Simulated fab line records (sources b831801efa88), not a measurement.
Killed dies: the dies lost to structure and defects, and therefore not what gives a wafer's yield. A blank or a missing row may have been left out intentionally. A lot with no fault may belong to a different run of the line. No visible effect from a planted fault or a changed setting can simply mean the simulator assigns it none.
Which tool was responsible? | flow sky130 | 33 wafers from 11 lots sampled at 2 of the route's 708 steps

## WHAT EACH GAUGE READ, for each wafer
SKY_CONTACT_BOW_MEAS_05.
lot  | measured     | on            | CONTACT_BOW (um)
L704 | day 30 11:55 | film-metro-01 | 81 87 85
L706 | day 31 12:33 | film-metro-01 | 92 82 84
L708 | day 32 04:36 | film-metro-04 | 83 79 81
L709 | day 32 15:57 | film-metro-04 | 77 74 81
L710 | day 32 20:15 | film-metro-03 | 81 82 76
L714 | day 33 23:56 | film-metro-03 | 78 77 71
L717 | day 35 06:28 | film-metro-04 | 84 91 82 - - -
L719 | day 36 02:13 | film-metro-04 | 92 82 83 - - -
L720 | day 36 14:53 | film-metro-04 | 87 94 80
L721 | day 36 16:41 | film-metro-04 | 81 80 92
L725 | day 37 18:41 | film-metro-01 | 85 80 76

## WHICH TOOL RAN EACH LOT (tool, then ch and the chambers of the sampled wafers, then the start)
lot  | SKY_CONTACT_CMP_04
L704 | cmp-02 ch 1,3, day 30 11:34
L706 | cmp-02 ch 0,2, day 31 12:17
L708 | cmp-02 ch 1,2,3, day 32 04:23
L709 | cmp-01 ch 0,1,3, day 32 15:44
L710 | cmp-01 ch 0,1,2, day 32 19:59
L714 | cmp-02 ch 0,1,3, day 33 23:43
L717 | cmp-01 ch 0,1,2, day 35 06:16
L719 | cmp-01 ch 1,2,3, day 36 01:59
L720 | cmp-02 ch 0,1,2, day 36 14:34
L721 | cmp-02 ch 2,3, day 36 16:25
L725 | cmp-02 ch 0,1,2, day 37 18:32
- SKY_CONTACT_CMP_04: polishes SiO2.

## THE ANSWER, worked out from the rows above alone
Rule: the lots themselves supply what counts as usual. The widest of any qualifying gaps counts: lots, ordered by their means at a reading, are off when they make up no more than a third of the lots, leave a main group of 4 or more, and stand apart from it by 3 or more times the standard deviation of that group's means. Not used: any main group whose means are identical at the precision the tables above print for the reading. A lot without any number at a reading at which 4 lots or more have one is off too. All remaining lots with rows at the step are treated as sound.
None of the lots is off at any reading shown; this tells nothing.

## WHAT THE SIMULATOR HAD INSERTED
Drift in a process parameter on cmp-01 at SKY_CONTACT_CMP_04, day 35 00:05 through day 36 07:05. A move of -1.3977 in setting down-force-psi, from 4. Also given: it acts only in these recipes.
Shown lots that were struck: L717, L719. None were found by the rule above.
